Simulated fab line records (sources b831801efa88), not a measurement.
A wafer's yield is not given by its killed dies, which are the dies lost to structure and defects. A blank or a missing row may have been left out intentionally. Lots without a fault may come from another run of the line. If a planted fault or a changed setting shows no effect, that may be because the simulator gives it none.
Comparing a struck lot with a sound one -- flow sfqLine -- 41 out of 325 route steps
Sound: the wafers L318.3, L318.4, L318.6. Struck: wafer L301.3 (left out: L301.4, L301.5 of the same lot, which were not struck); the cause appears at the end.
Order at every step that has rows: each side's tool, ch and its chambers, its first start. Under that, the readings that differ: sound wafers -- struck wafers -- difference of the means -- sigmas: that difference in standard deviations of wafers without a fault.
alike: same words and numbers on both sides, and readings whose means sit less than 2 such deviations apart. not compared: any withheld reading, any reading some wafer has no value for, any bound like >300 that may hide the same value, and any number with overlapping values for which the record gives no deviation.
The two part at a step that has a row with sigmas, a row that says differs or no value, or rows on one side only. Numbers that have no deviation but don't overlap get no sigmas and don't part them. Lack of a reading on every wafer of one side parts them only where that side has two or more wafers.

SFQ_C5_OVL_MEAS_937:
  sound: overlay-02 at day 72 21:13; struck: overlay-02 at day 67 12:56
  alike: C5_OVL
then, 5 steps without rows for these wafers: SFQ_TRILAYER_C5_BARC_OPEN_VIA_ETCH_210 (etches BARC in O2, target depth 125 nm, time 41.7 s); SFQ_TRILAYER_C5_ETCH_VIA_ETCH_154 (etches SiO2 in CHF3, stops on Nb, target depth 84 nm); SFQ_TRILAYER_C5_STRIP_STRIP_155 (strips in O2); SFQ_TRILAYER_C5_STRIP_SOLV_CLEAN_156 (cleans in NMP, time 600 s); SFQ_TRILAYER_M6_DEP_PRE_CLEAN_158 (time 22.5 s).
SFQ_TRILAYER_M6_DEP_SPUTTER_157: material Nb, target thk 200 nm, time 133.3 s.
  sound: pvdSputter-06 at day 72 22:08; struck: pvdSputter-05 at day 67 13:53
  alike: throttleValvePct
SFQ_M6_RS_MEAS_938: a four-point-probe measurement.
  sound: filmMetro-04 at day 72 22:16; struck: filmMetro-02 at day 67 14:01
  alike: M6_NB_RS
then, 3 steps without rows for these wafers: SFQ_TRILAYER_M6_LITHO_COAT_164 (resist thk 62 nm); SFQ_TRILAYER_M6_LITHO_COAT_159 (resist thk 600 nm); SFQ_TRILAYER_M6_LITHO_SOFTBAKE_163.
SFQ_TRILAYER_M6_LITHO_EXPOSE_160: exposes mask M6, target cd 500 nm.
  sound on krfScanner-01 ch 0, day 73 22:29; struck on krfScanner-01 ch 0, day 69 01:27
  alike: mask, exposureDoseMJCm2
then, 2 steps without rows for these wafers: SFQ_TRILAYER_M6_LITHO_PEB_162 (peb time 60 s); SFQ_TRILAYER_M6_LITHO_DEVELOP_161 (time 60 s).
SFQ_M6_OVL_MEAS_940:
  sound: overlay-01 at day 73 23:37; struck: overlay-01 at day 69 02:34
  alike: M6_OVL
SFQ_TRILAYER_M6_BARC_OPEN_METAL_ETCH_206: etches BARC in O2, target depth 125 nm, time 41.7 s.
  sound on rieMetal-01 ch 0,1, day 73 23:39; struck on rieMetal-01 ch 0, day 69 02:37
reading,sound,struck,difference,sigmas
oesProductAu (a.u.),0.688 0.687 0.692,0.679,-0.010,-2
model.M6.cdNm (nm),501.6 501.8 502.4,473.8,-28.1,
  alike: drypumpMotorCurrentA
  not compared: rfHoursCounterH
SFQ_TRILAYER_M6_ETCH_METAL_ETCH_162: etches Nb in Cl2/Ar, stops on SiO2, target depth 240 nm, time 120 s.
  sound on rieMetal-01 ch 0,1, day 73 23:44; struck on rieMetal-01 ch 0, day 69 02:41
reading,sound,struck,difference,sigmas
model.M6.cdNm (nm),502.1 501.4 502.9,473.3,-28.8,
  alike: drypumpMotorCurrentA, oesProductAu
  not compared: rfHoursCounterH
SFQ_TRILAYER_M6_STRIP_STRIP_163: strips in O2.
  sound on rieMetal-01 ch 0,1, day 74 00:01; struck on rieMetal-01 ch 0, day 69 02:58
  alike: drypumpMotorCurrentA, oesProductAu
  not compared: rfHoursCounterH
then, 1 step without rows for these wafers: SFQ_TRILAYER_M6_STRIP_SOLV_CLEAN_164 (cleans in NMP, time 600 s).
SFQ_TRILAYER_I6_DEP_PECVD_165: deposits SiO2 from SiH4/N2O, time 111.11 s, target thk 500 nm.
  sound on pecvd-03 ch 1,2, day 74 00:38; struck on pecvd-03 ch 2, day 69 03:33
reading,sound,struck,difference,sigmas
throttleValvePct (%),24.1 23.5 24.0,27.2,+3.3,+3
  alike: heaterPowerW
then, 1 step without rows for these wafers: SFQ_TRILAYER_I6_CMP_CMP_166 (polishes SiO2).
SFQ_I6_BOW_MEAS_941:
  sound: filmMetro-03 at day 74 05:39; struck: filmMetro-03 at day 69 06:40
reading,sound,struck,difference,sigmas
I6_BOW (um),27 33 21,-4,-31,-3
then, 7 steps without rows for these wafers: SFQ_TRILAYER_I6_METRO_MEASURE_167; SFQ_TRILAYER_I6_VIA_LITHO_COAT_174 (resist thk 62 nm); SFQ_TRILAYER_I6_VIA_LITHO_COAT_169 (resist thk 650 nm); SFQ_TRILAYER_I6_VIA_LITHO_SOFTBAKE_173; SFQ_TRILAYER_I6_VIA_LITHO_EXPOSE_170 (exposes mask I6, target cd 700 nm); SFQ_TRILAYER_I6_VIA_LITHO_PEB_172 (peb time 60 s); SFQ_TRILAYER_I6_VIA_LITHO_DEVELOP_171 (time 60 s).
SFQ_I6_OVL_MEAS_942:
  sound: overlay-02 at day 75 12:28; struck: overlay-01 at day 70 08:35
  alike: I6_OVL
then, 1 step without rows for these wafers: SFQ_TRILAYER_I6_VIA_BARC_OPEN_VIA_ETCH_235 (etches BARC in O2, target depth 125 nm, time 41.7 s).
SFQ_TRILAYER_I6_VIA_ETCH_VIA_ETCH_172: etches SiO2 in CHF3, stops on Nb, target depth 260 nm.
  sound on rieDiel-03 ch 0,2,3, day 75 12:31; struck on rieDiel-03 ch 1, day 70 08:38
  alike: drypumpMotorCurrentA, oesProductAu
SFQ_TRILAYER_I6_VIA_STRIP_STRIP_173: strips in O2.
  sound on rieMetal-02 ch 0,1, day 75 12:50; struck on rieMetal-04 ch 0, day 70 08:57
reading,sound,struck,difference,sigmas
oesProductAu (a.u.),1.004 0.988 0.998,1.012,+0.015,+2
  alike: drypumpMotorCurrentA
  not compared: rfHoursCounterH
then, 3 steps without rows for these wafers: SFQ_TRILAYER_I6_VIA_STRIP_SOLV_CLEAN_174 (cleans in NMP, time 600 s); SFQ_TRILAYER_M7_DEP_PRE_CLEAN_176 (time 22.5 s); SFQ_TRILAYER_M7_DEP_SPUTTER_175 (material Nb, target thk 200 nm, time 133.3 s).
SFQ_M7_RS_MEAS_943: a four-point-probe measurement.
  sound: filmMetro-03 at day 75 13:34; struck: filmMetro-04 at day 70 09:41
  alike: M7_NB_RS
then, 3 steps without rows for these wafers: SFQ_TRILAYER_M7_LITHO_COAT_182 (resist thk 62 nm); SFQ_TRILAYER_M7_LITHO_COAT_177 (resist thk 600 nm); SFQ_TRILAYER_M7_LITHO_SOFTBAKE_181.
-- the record jumps here: 6 days lie between the struck wafers' starts before and after --
SFQ_M8_BOW_MEAS_951:
  sound: filmMetro-04 at day 82 13:23; struck: filmMetro-01 at day 76 02:55
reading,sound,struck,difference,sigmas
M8_BOW (um),28 31 20,-1,-27,-2
model.etest.m6.ohmUm,1.773 1.782 1.776,1.874,+0.097,

WHERE THEY PART
First at SFQ_TRILAYER_M6_BARC_OPEN_METAL_ETCH_206; last, within this record, at SFQ_M8_BOW_MEAS_951.

WHY: what had been put in by the simulator
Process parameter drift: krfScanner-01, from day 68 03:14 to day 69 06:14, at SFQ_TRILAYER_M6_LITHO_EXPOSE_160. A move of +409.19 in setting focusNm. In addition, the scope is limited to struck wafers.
